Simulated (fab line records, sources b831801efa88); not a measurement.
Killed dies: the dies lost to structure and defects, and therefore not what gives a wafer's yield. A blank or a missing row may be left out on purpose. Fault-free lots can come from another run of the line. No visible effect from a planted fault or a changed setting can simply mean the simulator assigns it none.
Which tool was responsible? -- flow sky130 -- 13 lots, 39 wafers sampled, at 2 steps of a route of 708

== WHAT THE GAUGES READ, wafer by wafer ==
SKY_METAL4_OVL_MEAS_14. Usual: METAL4_OVL gives 3 nm (standard deviation 5.6).
lot,measured,on,METAL4_OVL (nm),flag
L225,day 41 09:26,overlay-01,-3 2 1,
L226,day 41 16:44,overlay-02,1 2 -2,
L227,day 42 05:22,overlay-01,4 -12 1,
L228,day 42 05:44,overlay-02,-2 11 3,
L229,day 42 14:30,overlay-02,12 3 10,
L230,day 42 23:11,overlay-02,0 6 7,
L231,day 43 01:11,overlay-01,12 9 3,
L235,day 44 07:38,overlay-01,3 -2 -2,
L236,day 44 08:16,overlay-02,8 6 2,
L237,day 44 19:47,overlay-02,5 -2 2,
L238,day 45 05:44,overlay-02,1 1 6,
L246,day 47 04:08,overlay-01,7 8 6,
L248,day 47 13:33,overlay-02,2 6 3,

SKY_VIA4_THK_MEAS_01. Usual: VIA4_HDPCVD_THK gives 1753 nm (standard deviation 23).
lot,measured,on,VIA4_HDPCVD_THK (nm),flag
L225,day 41 10:34,film metro-02,1760 1762 1720,
L226,day 41 17:54,film metro-03,1768 1713 1746,
L227,day 42 06:33,film metro-01,1738 1771 1778,
L228,day 42 06:53,film metro-01,1736 1780 1742,
L229,day 42 15:59,film metro-02,1803 1759 1786,
L230,day 43 00:29,film metro-01,1727 1730 1773,
L231,day 43 02:30,film metro-02,1731 1721 1740,
L235,day 44 08:47,film metro-03,1756 1760 1745,
L236,day 44 09:37,film metro-02,1753 1763 1782,
L237,day 44 21:05,film metro-02,1721 1756 1754,
L238,day 45 07:02,film metro-03,1735 1732 1763,
L246,day 47 05:19,film metro-01,1785 1771 1783,
L248,day 47 14:46,film metro-02,1757 1761 1777,

== WHAT TOOL EACH LOT RAN ON (gives the tool, then ch and the chambers of the sampled wafers, and finally the start) ==
There is no process step in the record ahead of these readings.

== WHAT THE TOOLS THEMSELVES READ (means of the sampled wafers that have a number; where no wafer has one, the mark that the record gives instead) ==
The record holds no such reading with a usual standard deviation.

== THE ANSWER, worked out from the rows above alone ==
Rule: a lot counts as off when the mean over its wafers that have a number is more than 3 standard deviations away from the usual mean. A lot without any number at a reading at which 4 lots or more have one is off too. Where the step has rows for the other lots, those lots are counted as sound. After the gauges, taken in route order, come the tools' own readings; for these a lot's mean is taken, as printed above. At the first step where some lot is off, the reading lying furthest off is the one used; lots without a number count as furthest.
No lot is off on any of the readings shown, so nothing can be concluded from this.

== WHAT THE SIMULATOR PUT IN ==
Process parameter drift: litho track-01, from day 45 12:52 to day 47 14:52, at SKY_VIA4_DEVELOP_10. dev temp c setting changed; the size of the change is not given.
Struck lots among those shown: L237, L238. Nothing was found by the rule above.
